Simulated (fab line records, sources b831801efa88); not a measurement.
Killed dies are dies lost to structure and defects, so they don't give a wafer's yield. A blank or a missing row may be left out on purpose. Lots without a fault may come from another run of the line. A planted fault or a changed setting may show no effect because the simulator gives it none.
Chamber matching | flow sky130 | SKY_LI_CONTACT_CMP_02 on cmp-01: 4 sister chambers
The step polishes PSG. 14 wafers are shown with their chamber, then 7 later ones without.

WAFERS WITH THEIR CHAMBER
wafer  | chamber | edge_zone_pressure_frac | time_to_endpoint_s (s) | head_pressure_psi (psi)
L326.3 | 3       | 0.997                   | 38                     | 3.993
L326.5 | 3       | 1.003                   | 36                     | 4.004
L326.6 | 0       | 0.997                   | 37                     | 4.011
L327.2 | 1       | 0.992                   | 37                     | 4.012
L327.4 | 2       | 1.006                   | 32                     | 4.017
L327.6 | 1       | 0.995                   | 37                     | 4.016
L328.1 | 0       | 0.994                   | 38                     | 4.011
L328.4 | 2       | 1.004                   | 34                     | 3.996
L328.5 | 2       | 1.000                   | 33                     | 3.992
L333.3 | 3       | 1.003                   | 38                     | 4.000
L333.4 | 0       | 0.997                   | 42                     | 4.006
L333.6 | 2       | 1.003                   | 38                     | 4.000
L334.1 | 0       | 0.999                   | 39                     | 4.004
L334.2 | 3       | 0.997                   | 37                     | 4.010

SIGNATURES (means of the wafers above)
reading                 | chamber 0 | chamber 1 | chamber 2 | chamber 3 | scatter within a chamber
edge_zone_pressure_frac | 0.99675   | 0.99350   | 1.00325   | 1.00000   | 0.00268
time_to_endpoint_s      | 39.00     | 37.00     | 34.25     | 37.25     | 1.94
head_pressure_psi       | 4.00800   | 4.01400   | 4.00125   | 4.00175   | 0.00749
Rule: a wafer's distance from a chamber is the root of the sum, over the readings, of the square of ((its reading less the chamber's mean) divided by the reading's scatter). The wafer belongs to the nearest chamber; if the next one is less than 2 further off, it can't be placed. The scatter: the root of (the sum of the squares of (reading less its chamber's mean) over the shown wafers, divided by (wafers less chambers)).

WAFERS WITHOUT THEIR CHAMBER
wafer  | edge_zone_pressure_frac | time_to_endpoint_s (s) | head_pressure_psi (psi)
L334.4 | 1.001                   | 35                     | 4.000
L348.1 | 0.995                   | 32                     | 3.997
L348.2 | 1.000                   | 35                     | 3.982
L348.4 | 0.995                   | 31                     | 3.996
L347.2 | 1.005                   | 32                     | 4.006
L347.3 | 0.997                   | 33                     | 4.004
L347.4 | 0.997                   | 34                     | 4.004

WHICH CHAMBER EACH WENT THROUGH
wafer  | from the rows above               | in truth
L334.4 | can't be placed: 2 or 3 or 0      | 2
L348.1 | can't be placed: 2 or 3 or 1 or 0 | 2
L348.2 | can't be placed: 2 or 3 or 0      | 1
L348.4 | can't be placed: 2 or 3 or 1 or 0 | 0
L347.2 | can't be placed: 2 or 3           | 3
L347.3 | can't be placed: 2 or 3 or 1 or 0 | 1
L347.4 | can't be placed: 3 or 2 or 1 or 0 | 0
Placed correctly: 0 of 7. Can't be placed from these rows: 7 (the true chamber is among the candidates in 6). Placed wrongly: 0.
